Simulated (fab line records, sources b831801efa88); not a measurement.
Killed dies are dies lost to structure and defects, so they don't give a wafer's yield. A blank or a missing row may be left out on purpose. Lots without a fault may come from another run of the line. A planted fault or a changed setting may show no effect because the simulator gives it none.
Problem report in the 8D (eight disciplines) form, filled by code | flow gf180mcu | the parts of the form that need people (team, actions taken, sign-off) are left out

1. THE PROBLEM
cd_nm at GF_STI_CD_MEAS_12 reads a mean of 212.3 nm on 6 wafers of 2 lots; wafers without a fault read 220.2 nm with a standard deviation of 1.2. That is -6.6 standard deviations from the usual mean.
The step: target cd 220 nm.
First seen on wafer L301.1, day 5 14:07, on cd_sem-01. The record holds 39 wafers of 13 lots with a number at this step. Rule for "out", or "out of limits": more than 4 standard deviations from the usual mean. The other wafers with a number count as sound.

2. WHAT IT IS AND WHAT IT IS NOT
question                    | is                     | is not
which readings at this step | cd_nm                  | -
which lots                  | L301, L303             | L286, L288, L290, L294, L295, L297, L298, L299, L302, L307, L309
which wafers of those lots  | all that have a number | -
read on which gauges        | cd_sem-01, cd_sem-02   | -
when                        | from day 5 14:07       | up to then (27 sound wafers); but 6 sound wafers of L307, L309 came after

3. SUSPECTS, AND WHAT RULES EACH OUT
Counting: a tool at a process step up to the reading stays a suspect if it ran every lot that is out and no sound lot after the first of them.
- the gauge at GF_STI_CD_MEAS_12: ruled out. The wafers that are out were read on 2 gauges (cd_sem-01, cd_sem-02).
- litho_track-01 at GF_STI_PEB_10 (peb time 90 s): kept. It ran every lot that is out, first L301 (day 5 13:46), and no sound lot after that; its last sound lot up to then is L299 (day 4 20:41).
Left after counting: litho_track-01 at GF_STI_PEB_10.

4. THE CAUSE (what the simulator had put in)
Process parameter drift: litho_track-01, from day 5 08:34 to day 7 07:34, at GF_STI_PEB_10. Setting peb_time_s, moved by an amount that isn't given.
Counting left only this tool.

5. THE CHAIN OF EFFECTS, in route order
Each row: a reading whose mean over the struck wafers that have a number lies more than 3 standard deviations from the usual. Only readings for which the record gives a usual standard deviation are gone through. hours: the time from each lot's start at the first step in this table that gives one to its start at this step, as a median over the lots. sigmas: the change in usual standard deviations.
hours | step              | reading | usual    | on struck wafers | change | sigmas
0     | GF_STI_CD_MEAS_12 | cd_nm   | 220.2 nm | 212.3            | -7.9   | -6.6
Later measuring or inspecting steps at which every struck wafer that the step has a row for has a number for every such reading, and none has moved that far: GF_DUAL_GATE_THK_MEAS_03.

6. WHAT WOULD HAVE CAUGHT IT SOONER
In this record the first reading out of limits at a measuring or inspecting step was taken at day 5 14:07, 6 hours after the fault began at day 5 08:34.
Of the tool readings at GF_STI_PEB_10 for which the record gives a usual standard deviation, none was out on any struck wafer, so an alarm limit of 4 standard deviations on them would not have fired.
Of the lots that are out (2), L303 began GF_STI_PEB_10 on litho_track-01 after day 5 14:07. A hold on the tool at that time would have spared it.
